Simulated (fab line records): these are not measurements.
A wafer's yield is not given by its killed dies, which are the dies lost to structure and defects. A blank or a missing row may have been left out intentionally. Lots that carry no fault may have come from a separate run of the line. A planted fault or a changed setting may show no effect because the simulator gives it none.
fab line records	flow gf180mcu
record lots=14	wafers=42	last_day=34
route steps=602 shown NWELL@51 V2@405 MIM@514 V5@545
lots with no fault: from the same line, run without faults
start_h: hours from the record's first day to the start of the lot's first wafer shown	wait_h: hours elapsed since this lot's preceding step	" identical to the entry in the row above	L1.1+2: several wafers, shown together as one row	- either no value or no given start	* or withheld: withheld	< > ~ a bound
route shown NAME@n: a module of which the file shows steps, and the number in the route of the first	usual: mean/standard deviation of fault-free wafers	same: alike in all rows	chamber/n: place in a boat	sites: per-site readings	_std_site: how widely they spread, as a standard deviation	_edge_site: mean of outer sites minus mean of inner sites	radius_mm: for every site, how far away it sits from the centre of the wafer	mask NAME#n: copy n	behind: the last tool/chamber to shape the wafer	hold: why the lot was held/for how many hours/how that ended	device: the transistor (n, p or np) that didn't switch	end of line: tests of these same wafers at the route's end	where a step has no rows: the recipe by itself	killed: the dies lost at the first sort to structure and to defects; this is not the yield of the wafer	map: a wafer's dies, x killed, . not, _ none there
set.NAME: setting as actually run; set.NAME@STEP: the setting as run at that earlier step	model.NAME: the simulator's own value behind a step, which no gauge read
one table for each step of the route and one row for each wafer, over a sample of lots
services: a tool's chamber out of use, with start hour (start_h, from the record's first day; less than 0 if before it), hours out, and reason
## steps
# step GF_NWELL_IMPLANT_09
# recipe species=P	energy_kev=160	dose_cm2=4e+12	tilt_deg=0
# usual beam_energy_keV=160.00/0.046
lot.wafer	tool	chamber	start_h	wait_h	beam_energy_keV
L757.4	implanter-01	0	56.04	0.1	159.95
L757.5	"	0	"	"	160.02
L757.6	"	0	"	"	160.04
L758.1	implanter-01	0	61.82	0.1	160.02
L758.2	"	0	"	"	159.98
L758.4	"	0	"	"	159.95
L759.2	implanter-04	0	66.59	0.1	159.97
L759.4	"	0	"	"	159.96
L759.5	"	0	"	"	159.97
L762.1	implanter-01	0	83.58	0.1	160.02
L762.2	"	0	"	"	159.98
L762.3	"	0	"	"	160.00
L766.1	implanter-04	0	105.72	0.1	153.07
L766.4	"	0	"	"	153.10
L766.6	"	0	"	"	153.15
L767.3	implanter-01	0	110.42	0.1	159.95
L767.4	"	0	"	"	159.98
L767.5	"	0	"	"	160.02
L768.2	implanter-04	0	117.29	0.1	153.17
L768.5	"	0	"	"	153.08
L768.6	"	0	"	"	153.12
L769.3	implanter-01	0	121.98	0.1	160.05
L769.4	"	0	"	"	160.03
L769.5	"	0	"	"	160.04
L770.3	implanter-03	0	126.48	0.1	159.99
L770.4	"	0	"	"	160.03
L770.6	"	0	"	"	159.96
L773.1	implanter-03	0	144.37	0.1	160.05
L773.5	"	0	"	"	160.06
L773.6	"	0	"	"	160.01
L774.2	implanter-03	0	149.75	0.1	160.04
L774.4	"	0	"	"	159.94
L774.5	"	0	"	"	160.04
L777.3	implanter-01	0	166.98	0.1	160.01
L777.4	"	0	"	"	159.97
L777.5	"	0	"	"	159.99
L778.1	implanter-01	0	171.93	0.1	159.97
L778.4	"	0	"	"	159.93
L778.5	"	0	"	"	160.00
L780.2	implanter-04	0	182.60	0.1	159.96
L780.5	"	0	"	"	160.01
L780.6	"	0	"	"	160.06
# step GF_V2_CVD_23
# recipe material=W	target_thk_nm=350	time_s=104.94	temp_c=400	pressure_torr=40
# usual heater_power_w=794/69
lot.wafer	tool	chamber	start_h	wait_h	heater_power_w	since_wet_clean_h
L757.4	cvd_w-02	0	467.81	0.1	906	-
L757.5	"	1	"	"	763	-
L757.6	"	0	"	"	897	-
L758.1	cvd_w-01	1	475.89	0.0	714	72
L758.2	"	0	"	"	816	72
L758.4	"	1	"	"	726	-
L759.2	cvd_w-01	1	487.96	0.0	733	84
L759.4	"	0	"	"	809	-
L759.5	"	1	"	"	720	-
L762.1	cvd_w-01	1	514.99	0.0	709	111
L762.2	"	0	"	"	816	111
L762.3	"	1	"	"	728	-
L766.1	cvd_w-02	0	555.10	0.0	904	651
L766.4	"	0	"	"	935	-
L766.6	"	1	"	"	753	-
L767.3	cvd_w-02	1	559.09	0.1	738	-
L767.4	"	0	"	"	907	-
L767.5	"	1	"	"	755	-
L768.2	cvd_w-01	0	569.41	0.0	801	165
L768.5	"	0	"	"	813	-
L768.6	"	1	"	"	725	-
L769.3	cvd_w-01	1	573.41	0.1	699	-
L769.4	"	0	"	"	834	-
L769.5	"	0	"	"	831	-
L770.3	cvd_w-01	1	583.46	0.1	711	-
L770.4	"	0	"	"	822	-
L770.6	"	0	"	"	831	-
L773.1	cvd_w-02	0	608.01	0.0	910	704
L773.5	"	1	"	"	771	-
L773.6	"	0	"	"	916	-
L774.2	cvd_w-01	1	614.46	0.0	718	210
L774.4	"	1	"	"	715	-
L774.5	"	1	"	"	718	-
L777.3	cvd_w-02	0	633.10	0.1	941	-
L777.4	"	1	"	"	766	-
L777.5	"	1	"	"	757	-
L778.1	cvd_w-01	0	642.55	0.0	815	239
L778.4	"	0	"	"	811	-
L778.5	"	1	"	"	734	-
L780.2	cvd_w-01	0	654.72	0.0	812	251
L780.5	"	0	"	"	824	-
L780.6	"	1	"	"	731	-
# step GF_MIM_THK_MEAS_11
# recipe thk_meas_gauge=xrf	reads=AlCu_of_MIM_SPUTTER_08
# usual MIM_ALCU_THK=199.1/2.4
lot.wafer	tool	chamber	start_h	wait_h	MIM_ALCU_THK[nm]
L757.4	film_metro-02	-	568.37	0.1	196.7
L757.5	"	-	"	"	195.4
L757.6	"	-	"	"	197.9
L758.1	film_metro-01	-	575.45	0.1	201.1
L758.2	"	-	"	"	197.1
L758.4	"	-	"	"	198.6
L759.2	film_metro-02	-	587.35	0.1	197.7
L759.4	"	-	"	"	198.5
L759.5	"	-	"	"	199.6
L762.1	film_metro-02	-	611.29	0.1	197.3
L762.2	"	-	"	"	196.1
L762.3	"	-	"	"	199.4
L766.1	film_metro-02	-	647.19	0.1	199.0
L766.4	"	-	"	"	203.7
L766.6	"	-	"	"	198.6
L767.3	film_metro-04	-	651.46	0.1	204.6
L767.4	"	-	"	"	202.9
L767.5	"	-	"	"	202.7
L768.2	film_metro-01	-	661.23	0.1	193.2
L768.5	"	-	"	"	191.8
L768.6	"	-	"	"	192.8
L769.3	film_metro-01	-	664.11	0.1	199.5
L769.4	"	-	"	"	197.2
L769.5	"	-	"	"	197.5
L770.3	film_metro-04	-	672.41	0.1	202.5
L770.4	"	-	"	"	198.6
L770.6	"	-	"	"	201.2
L773.1	film_metro-04	-	694.49	0.1	199.8
L773.5	"	-	"	"	200.8
L773.6	"	-	"	"	201.6
L774.2	film_metro-01	-	701.99	0.1	198.1
L774.4	"	-	"	"	197.7
L774.5	"	-	"	"	198.2
L777.3	film_metro-04	-	717.06	0.1	201.3
L777.4	"	-	"	"	201.8
L777.5	"	-	"	"	200.0
L778.1	film_metro-04	-	725.55	0.1	201.7
L778.4	"	-	"	"	199.6
L778.5	"	-	"	"	200.7
L780.2	film_metro-01	-	737.52	0.1	199.6
L780.5	"	-	"	"	198.8
L780.6	"	-	"	"	201.2
# step GF_V5_BOW_MEAS_05
# recipe mode=bow
# usual V5_BOW=133/10
lot.wafer	tool	chamber	start_h	wait_h	V5_BOW[um]
L757.4	film_metro-02	-	612.98	0.3	128
L757.5	"	-	"	"	142
L757.6	"	-	"	"	128
L758.1	film_metro-03	-	619.65	0.2	126
L758.2	"	-	"	"	151
L758.4	"	-	"	"	135
L759.2	film_metro-03	-	630.45	0.3	126
L759.4	"	-	"	"	136
L759.5	"	-	"	"	135
L762.1	film_metro-03	-	653.66	0.1	130
L762.2	"	-	"	"	133
L762.3	"	-	"	"	133
L766.1	film_metro-02	-	687.55	0.2	133
L766.4	"	-	"	"	145
L766.6	"	-	"	"	124
L767.3	film_metro-04	-	691.58	0.1	136
L767.4	"	-	"	"	119
L767.5	"	-	"	"	128
L768.2	film_metro-02	-	701.35	0.2	146
L768.5	"	-	"	"	136
L768.6	"	-	"	"	141
L769.3	film_metro-03	-	703.25	0.2	106
L769.4	"	-	"	"	116
L769.5	"	-	"	"	117
L770.3	film_metro-04	-	711.73	0.2	143
L770.4	"	-	"	"	150
L770.6	"	-	"	"	157
L773.1	film_metro-02	-	733.02	0.1	136
L773.5	"	-	"	"	141
L773.6	"	-	"	"	141
L774.2	film_metro-02	-	738.61	0.1	143
L774.4	"	-	"	"	136
L774.5	"	-	"	"	137
L777.3	film_metro-03	-	753.44	0.1	136
L777.4	"	-	"	"	130
L777.5	"	-	"	"	136
L778.1	film_metro-03	-	760.95	0.1	130
L778.4	"	-	"	"	133
L778.5	"	-	"	"	126
L780.2	film_metro-04	-	772.38	0.2	134
L780.5	"	-	"	"	132
L780.6	"	-	"	"	142
## services
tool	chamber	start_h	hours	kind
implanter-04	-	64.98	1.4	repair
implanter-01	-	68.83	1.5	repair
implanter-04	-	97.59	3.7	pm
cvd_w-02	-	141.59	4.3	pm
cvd_w-02	0	147.93	8.2	repair
cvd_w-02	-	166.07	6.9	pm
implanter-01	-	186.57	3.5	repair
implanter-04	-	224.71	0.9	repair
cvd_w-01	-	263.73	2.8	pm
implanter-04	-	277.41	3.3	repair
cvd_w-02	-	280.07	1.8	repair
implanter-01	-	290.33	3.9	repair
implanter-01	-	326.46	4.2	pm
implanter-01	-	343.87	1.4	repair
implanter-01	-	372.11	4.6	repair
cvd_w-01	-	390.00	14.0	pm
implanter-01	-	406.19	5.5	pm
cvd_w-01	-	409.78	0.8	repair
cvd_w-01	-	448.97	6.9	pm
cvd_w-01	-	495.84	6.0	pm
cvd_w-01	1	519.78	3.8	repair
implanter-01	-	522.61	15.4	pm
implanter-01	-	554.64	0.7	repair
cvd_w-02	-	603.01	2.8	pm
## key
first_sign step=GF_NWELL_IMPLANT_09	reading=beam_energy_keV	direction=down	sigmas=99+	usual=160.00	struck=153.12
effect none on later readings
met_at GF_NWELL_IMPLANT_09
struck_lots L766,L768
tester_left_out L766,L768
not_acting_at GF_V2_CVD_23,GF_MIM_THK_MEAS_11,GF_V5_BOW_MEAS_05
onset_between 66.59 105.72
fault kind=process_parameter_drift	tool=implanter-04	chamber=-	onset_h=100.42	steps=GF_NWELL_IMPLANT_09	channel=energy_kev	offset=-6.8926	shape=step	end_h=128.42	acts_in=these_recipes_only	stated=160
# tester_left_out: of these lots the tester's yield and bins aren't shown, on N5 and GAA mostly nor the transistor test; their killed dies are dies lost to structure and defects alone, not to doping, threshold or leakage, so they don't give the yield
